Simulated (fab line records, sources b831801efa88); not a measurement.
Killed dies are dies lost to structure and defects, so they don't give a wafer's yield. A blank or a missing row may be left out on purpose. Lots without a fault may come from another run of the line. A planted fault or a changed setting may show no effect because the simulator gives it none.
Which tool did it? | flow sky130 | 14 lots, 42 wafers sampled, at 1 step of a route of 708

WHAT THE GAUGES READ, wafer by wafer
SKY_SONOS_ONO_THK_MEAS_01. Usual: SONOS_ONO_OXIDATION_THK 2.64 nm, standard deviation 0.051.
lot  | measured     | on            | SONOS_ONO_OXIDATION_THK (nm) | flag
L333 | day 12 21:44 | film_metro-02 | 2.68 2.70 2.73               |
L337 | day 13 11:52 | film_metro-04 | 2.71 2.72 2.73               |
L336 | day 13 11:52 | film_metro-02 | 2.62 2.67 2.72               |
L339 | day 13 11:56 | film_metro-02 | 2.62 2.63 2.65               |
L340 | day 13 15:19 | film_metro-04 | 2.65 2.58 2.64               |
L341 | day 13 15:20 | film_metro-02 | 2.68 2.66 2.70               |
L346 | day 19 19:28 | film_metro-04 | 2.59 2.59 2.56               |
L351 | day 20 11:52 | film_metro-04 | 2.59 2.64 2.52               |
L350 | day 20 12:16 | film_metro-01 | 2.61 2.61 2.61               |
L352 | day 20 13:37 | film_metro-04 | 2.67 2.64 2.63               |
L348 | day 20 15:53 | film_metro-02 | 2.61 2.56 2.60               |
L353 | day 20 16:29 | film_metro-02 | 2.66 2.62 2.61               |
L355 | day 20 17:14 | film_metro-02 | 2.57 2.54 2.61               |
L354 | day 20 19:57 | film_metro-01 | 2.68 2.65 2.67               |

WHICH TOOL RAN EACH LOT (tool, then ch and the chambers of the sampled wafers, then the start)
The record holds no process step before these readings.

WHAT THE TOOLS THEMSELVES READ (means of the sampled wafers that have a number; where no wafer has one, the mark that the record gives instead)
The record holds no such reading with a usual standard deviation.

THE ANSWER, worked out from the rows above alone
Rule: a lot is off if the mean of its wafers that have a number lies more than 3 standard deviations from the usual mean. A lot without any number at a reading at which 4 lots or more have one is off too. The other lots that the step has rows for count as sound. The gauges are gone through in route order, then the tools' own readings, and for those a lot's mean is taken as printed above. The first step at which some lot is off is used, and at that step the reading that is off furthest; a lot without a number counts as furthest.
No lot is off at any reading shown: from this, nothing can be told.

WHAT THE SIMULATOR HAD PUT IN
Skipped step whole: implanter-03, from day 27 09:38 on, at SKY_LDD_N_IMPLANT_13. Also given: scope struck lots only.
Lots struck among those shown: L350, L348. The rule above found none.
